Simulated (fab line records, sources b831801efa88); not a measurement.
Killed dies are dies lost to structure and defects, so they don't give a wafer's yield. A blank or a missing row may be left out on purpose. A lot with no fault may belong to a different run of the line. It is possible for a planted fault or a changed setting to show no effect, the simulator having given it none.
Which tool was responsible? || flow gf180mcu || 12 lots with 36 wafers sampled at 3 steps, on a route of 602 steps

WHAT THE GAUGES SHOWED, per wafer
GF_M1_OVL_MEAS_15.
{"lot": "L640", "measured": "day 17 05:52", "on": "overlay-02", "M1_OVL (nm)": "-7 -3 -2"}
{"lot": "L643", "measured": "day 18 12:28", "on": "overlay-02", "M1_OVL (nm)": "0 6 -4"}
{"lot": "L645", "measured": "day 19 05:16", "on": "overlay-01", "M1_OVL (nm)": "-2 3 -3"}
{"lot": "L647", "measured": "day 20 00:26", "on": "overlay-01", "M1_OVL (nm)": "-3 -2 -2"}
{"lot": "L649", "measured": "day 21 00:19", "on": "overlay-01", "M1_OVL (nm)": "-10 -6 -8"}
{"lot": "L650", "measured": "day 21 10:46", "on": "overlay-01", "M1_OVL (nm)": "3 -3 0"}
{"lot": "L656", "measured": "day 23 16:41", "on": "overlay-02", "M1_OVL (nm)": "-4 -6 -5"}
{"lot": "L657", "measured": "day 23 19:59", "on": "overlay-02", "M1_OVL (nm)": "-11 -7 -10"}
{"lot": "L658", "measured": "day 23 22:52", "on": "overlay-01", "M1_OVL (nm)": "3 2 -1"}
{"lot": "L659", "measured": "day 24 10:48", "on": "overlay-01", "M1_OVL (nm)": "7 6 3"}
{"lot": "L660", "measured": "day 24 12:21", "on": "overlay-01", "M1_OVL (nm)": "-3 4 5"}
{"lot": "L661", "measured": "day 24 19:49", "on": "overlay-02", "M1_OVL (nm)": "-4 7 3"}

TOOL THAT RAN EACH LOT (tool first, then ch and the chambers of the sampled wafers, then the start)
{"lot": "L640", "GF_SALICIDE_RTA_06": "rtp-anneal-02 ch 0, day 15 07:00", "GF_CONTACT_SPUTTER_22": "pvd-sputter-01, day 16 06:30"}
{"lot": "L643", "GF_SALICIDE_RTA_06": "rtp-anneal-01 ch 0, day 16 12:30", "GF_CONTACT_SPUTTER_22": "pvd-sputter-03, day 17 12:31"}
{"lot": "L645", "GF_SALICIDE_RTA_06": "rtp-anneal-02 ch 0, day 17 04:08", "GF_CONTACT_SPUTTER_22": "pvd-sputter-02, day 18 04:01"}
{"lot": "L647", "GF_SALICIDE_RTA_06": "rtp-anneal-01 ch 0, day 17 22:28", "GF_CONTACT_SPUTTER_22": "pvd-sputter-01, day 18 23:22"}
{"lot": "L649", "GF_SALICIDE_RTA_06": "rtp-anneal-02 ch 0, day 18 21:54", "GF_CONTACT_SPUTTER_22": "pvd-sputter-03, day 19 23:28"}
{"lot": "L650", "GF_SALICIDE_RTA_06": "rtp-anneal-02 ch 0, day 19 07:26", "GF_CONTACT_SPUTTER_22": "pvd-sputter-01, day 20 09:33"}
{"lot": "L656", "GF_SALICIDE_RTA_06": "rtp-anneal-01 ch 0, day 21 15:37", "GF_CONTACT_SPUTTER_22": "pvd-sputter-03, day 22 16:25"}
{"lot": "L657", "GF_SALICIDE_RTA_06": "rtp-anneal-01 ch 0, day 21 19:08", "GF_CONTACT_SPUTTER_22": "pvd-sputter-02, day 22 20:08"}
{"lot": "L658", "GF_SALICIDE_RTA_06": "rtp-anneal-02 ch 0, day 21 23:26", "GF_CONTACT_SPUTTER_22": "pvd-sputter-03, day 23 00:02"}
{"lot": "L659", "GF_SALICIDE_RTA_06": "rtp-anneal-01 ch 0, day 22 08:47", "GF_CONTACT_SPUTTER_22": "pvd-sputter-03, day 23 09:50"}
{"lot": "L660", "GF_SALICIDE_RTA_06": "rtp-anneal-01 ch 0, day 22 12:56", "GF_CONTACT_SPUTTER_22": "pvd-sputter-03, day 23 12:31"}
{"lot": "L661", "GF_SALICIDE_RTA_06": "rtp-anneal-01 ch 0, day 22 20:32", "GF_CONTACT_SPUTTER_22": "pvd-sputter-03, day 23 20:49"}
- GF_SALICIDE_RTA_06: time 30 s.
- GF_CONTACT_SPUTTER_22: material Ti, target thk 15 nm, time 80.02 s.

WHAT THE TOOLS THEMSELVES READ (means of the sampled wafers that have a number; where no wafer has one, the mark that the record gives instead)
GF_SALICIDE_RTA_06.
{"lot": "L640", "tool": "rtp-anneal-02", "lamp-power-pct (%)": 6.55, "wafer_temp_C_max": 532.3}
{"lot": "L643", "tool": "rtp-anneal-01", "lamp-power-pct (%)": 6.40, "wafer_temp_C_max": 532.3}
{"lot": "L645", "tool": "rtp-anneal-02", "lamp-power-pct (%)": 6.54, "wafer_temp_C_max": 532.1}
{"lot": "L647", "tool": "rtp-anneal-01", "lamp-power-pct (%)": 6.41, "wafer_temp_C_max": 533.0}
{"lot": "L649", "tool": "rtp-anneal-02", "lamp-power-pct (%)": 6.54, "wafer_temp_C_max": 532.7}
{"lot": "L650", "tool": "rtp-anneal-02", "lamp-power-pct (%)": 6.54, "wafer_temp_C_max": 532.6}
{"lot": "L656", "tool": "rtp-anneal-01", "lamp-power-pct (%)": 6.40, "wafer_temp_C_max": 532.1}
{"lot": "L657", "tool": "rtp-anneal-01", "lamp-power-pct (%)": 6.41, "wafer_temp_C_max": 532.5}
{"lot": "L658", "tool": "rtp-anneal-02", "lamp-power-pct (%)": 6.53, "wafer_temp_C_max": 532.1}
{"lot": "L659", "tool": "rtp-anneal-01", "lamp-power-pct (%)": 6.41, "wafer_temp_C_max": 532.4}
{"lot": "L660", "tool": "rtp-anneal-01", "lamp-power-pct (%)": 6.41, "wafer_temp_C_max": 532.2}
{"lot": "L661", "tool": "rtp-anneal-01", "lamp-power-pct (%)": 6.41, "wafer_temp_C_max": 532.2}

GF_CONTACT_SPUTTER_22.
{"lot": "L640", "tool": "pvd-sputter-01", "cathode-dc-power-W (W)": 2499.9, "throttle-valve-pct (%)": 29.5}
{"lot": "L643", "tool": "pvd-sputter-03", "cathode-dc-power-W (W)": 2499.8, "throttle-valve-pct (%)": 30.1}
{"lot": "L645", "tool": "pvd-sputter-02", "cathode-dc-power-W (W)": 2500.1, "throttle-valve-pct (%)": 30.3}
{"lot": "L647", "tool": "pvd-sputter-01", "cathode-dc-power-W (W)": 2500.0, "throttle-valve-pct (%)": 29.6}
{"lot": "L649", "tool": "pvd-sputter-03", "cathode-dc-power-W (W)": 2500.2, "throttle-valve-pct (%)": 30.8}
{"lot": "L650", "tool": "pvd-sputter-01", "cathode-dc-power-W (W)": 2499.9, "throttle-valve-pct (%)": 29.7}
{"lot": "L656", "tool": "pvd-sputter-03", "cathode-dc-power-W (W)": 2500.0, "throttle-valve-pct (%)": 30.3}
{"lot": "L657", "tool": "pvd-sputter-02", "cathode-dc-power-W (W)": 2500.3, "throttle-valve-pct (%)": 31.3}
{"lot": "L658", "tool": "pvd-sputter-03", "cathode-dc-power-W (W)": 2499.7, "throttle-valve-pct (%)": 29.7}
{"lot": "L659", "tool": "pvd-sputter-03", "cathode-dc-power-W (W)": 2500.1, "throttle-valve-pct (%)": 30.6}
{"lot": "L660", "tool": "pvd-sputter-03", "cathode-dc-power-W (W)": 2499.8, "throttle-valve-pct (%)": 31.4}
{"lot": "L661", "tool": "pvd-sputter-03", "cathode-dc-power-W (W)": 2499.8, "throttle-valve-pct (%)": 29.8}

THE ANSWER, worked out from the rows above alone
Rule: the lots themselves supply what counts as usual. Put in order of their means at a reading, lots are off if they are a third of the lots or fewer, leave a main group of 4 or more, and stand apart from it by a gap of 3 or more times the standard deviation of the main group's means; of several such gaps the widest counts. Not used: any main group whose means are identical at the precision the tables above print for the reading. A lot without any number at a reading at which 4 lots or more have one is off too. Any other lot the step has rows for is counted as sound. The gauges are gone through in route order, then the tools' own readings, and for those a lot's mean is taken as printed above. The first step at which some lot is off is used, and at that step the reading that is off furthest; a lot without a number counts as furthest.
None of the lots is off at any reading shown; this tells nothing.

WHAT THE SIMULATOR HAD PUT IN
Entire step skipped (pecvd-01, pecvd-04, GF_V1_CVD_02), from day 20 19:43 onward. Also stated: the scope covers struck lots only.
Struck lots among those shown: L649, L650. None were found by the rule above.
